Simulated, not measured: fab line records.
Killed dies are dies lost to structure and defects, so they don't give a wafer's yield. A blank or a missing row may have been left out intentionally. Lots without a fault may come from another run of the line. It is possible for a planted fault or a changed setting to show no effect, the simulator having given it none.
What tool caused it? + flow sky130 + 42 wafers from 14 lots sampled at 2 of the route's 708 steps

== WHAT EACH GAUGE READ, for each wafer ==
SKY_LDD_LDN_TW_MEAS_13.
| lot  | measured     | on            | LDD_LDN_TW                    |
|------|--------------|---------------|-------------------------------|
| L773 | day 23 00:24 | film metro-02 | 1465 1460 1472                |
| L774 | day 23 19:20 | film metro-01 | 1456 1461 1462                |
| L776 | day 24 11:36 | film metro-02 | 1457 1455 1457                |
| L775 | day 24 11:53 | film metro-03 | 1468 1467 1478                |
| L779 | day 25 12:05 | film metro-02 | 1387 1397 1393 1390 1391 1392 |
| L781 | day 26 00:34 | film metro-03 | 1378 1386 1386 1381 1379 1378 |
| L785 | day 28 09:32 | film metro-03 | 1458 1457 1462                |
| L790 | day 28 21:00 | film metro-02 | 1462 1459 1461                |
| L791 | day 29 13:51 | film metro-03 | 1457 1459 1462                |
| L792 | day 29 14:10 | film metro-02 | 1459 1467 1463                |
| L794 | day 30 06:02 | film metro-03 | 1481 1477 1480                |
| L793 | day 30 07:26 | film metro-03 | 1481 1484 1473                |
| L795 | day 30 16:20 | film metro-01 | 1446 1454 1455                |
| L796 | day 31 00:16 | film metro-03 | 1461 1468 1459                |

== WHICH TOOL RAN EACH LOT (tool, then ch and the chambers of the sampled wafers, then the start) ==
| lot  | SKY_LDD_LDN_IMPLANT_10          |
|------|---------------------------------|
| L773 | implanter-03 ch 0, day 23 00:02 |
| L774 | implanter-04 ch 0, day 23 18:56 |
| L776 | implanter-01 ch 0, day 24 11:14 |
| L775 | implanter-04 ch 0, day 24 11:29 |
| L779 | implanter-03 ch 0, day 25 11:43 |
| L781 | implanter-03 ch 0, day 26 00:13 |
| L785 | implanter-01 ch 0, day 28 09:08 |
| L790 | implanter-01 ch 0, day 28 20:38 |
| L791 | implanter-01 ch 0, day 29 13:29 |
| L792 | implanter-04 ch 0, day 29 13:46 |
| L794 | implanter-03 ch 0, day 30 05:38 |
| L793 | implanter-03 ch 0, day 30 07:02 |
| L795 | implanter-03 ch 0, day 30 15:58 |
| L796 | implanter-01 ch 0, day 30 23:54 |
- SKY_LDD_LDN_IMPLANT_10

== WHAT THE TOOLS THEMSELVES READ (means of the sampled wafers that have a number; where no wafer has one, the mark that the record gives instead) ==
SKY_LDD_LDN_IMPLANT_10.
| lot  | tool         | dose ions cm2 | faraday current uA |
|------|--------------|---------------|--------------------|
| L773 | implanter-03 | 1.2499e+13    | 71.0               |
| L774 | implanter-04 | 1.2516e+13    | 69.3               |
| L776 | implanter-01 | 1.2512e+13    | 70.4               |
| L775 | implanter-04 | 1.2502e+13    | 69.2               |
| L779 | implanter-03 | 4.3470e+12    | 24.4               |
| L781 | implanter-03 | 4.3707e+12    | 24.5               |
| L785 | implanter-01 | 1.2498e+13    | 70.6               |
| L790 | implanter-01 | 1.2500e+13    | 71.2               |
| L791 | implanter-01 | 1.2497e+13    | 72.4               |
| L792 | implanter-04 | 1.2495e+13    | 70.1               |
| L794 | implanter-03 | 1.2528e+13    | 70.8               |
| L793 | implanter-03 | 1.2501e+13    | 69.6               |
| L795 | implanter-03 | 1.2507e+13    | 70.4               |
| L796 | implanter-01 | 1.2513e+13    | 71.8               |

== THE ANSWER, worked out from the rows above alone ==
Rule: usual is defined by the lots themselves. The widest of any qualifying gaps counts: lots, ordered by their means at a reading, are off when they make up no more than a third of the lots, leave a main group of 4 or more, and stand apart from it by 3 or more times the standard deviation of that group's means. A main group is skipped when, at the precision printed for the reading in the tables above, its means are all equal. A lot without any number at a reading at which 4 lots or more have one is off too. Where the step has rows for the other lots, those lots are counted as sound. After the gauges, taken in route order, come the tools' own readings; for these a lot's mean is taken, as printed above. The first step at which some lot is off is used, and at that step the reading that is off furthest; a lot without a number counts as furthest.
Off: L779, L781, seen at SKY_LDD_LDN_TW_MEAS_13 (LDD_LDN_TW). Main group: mean 1464, sd 8.2.
A tool fits if, at a process step before that reading, it ran every lot that is off, and no sound lot after the first of them. The gauges at SKY_LDD_LDN_TW_MEAS_13 aren't tried: what is off there is off at SKY_LDD_LDN_IMPLANT_10 too, on other tools, and a gauge's error can't cause that. None of those tried fits.

== WHAT THE SIMULATOR HAD INSERTED ==
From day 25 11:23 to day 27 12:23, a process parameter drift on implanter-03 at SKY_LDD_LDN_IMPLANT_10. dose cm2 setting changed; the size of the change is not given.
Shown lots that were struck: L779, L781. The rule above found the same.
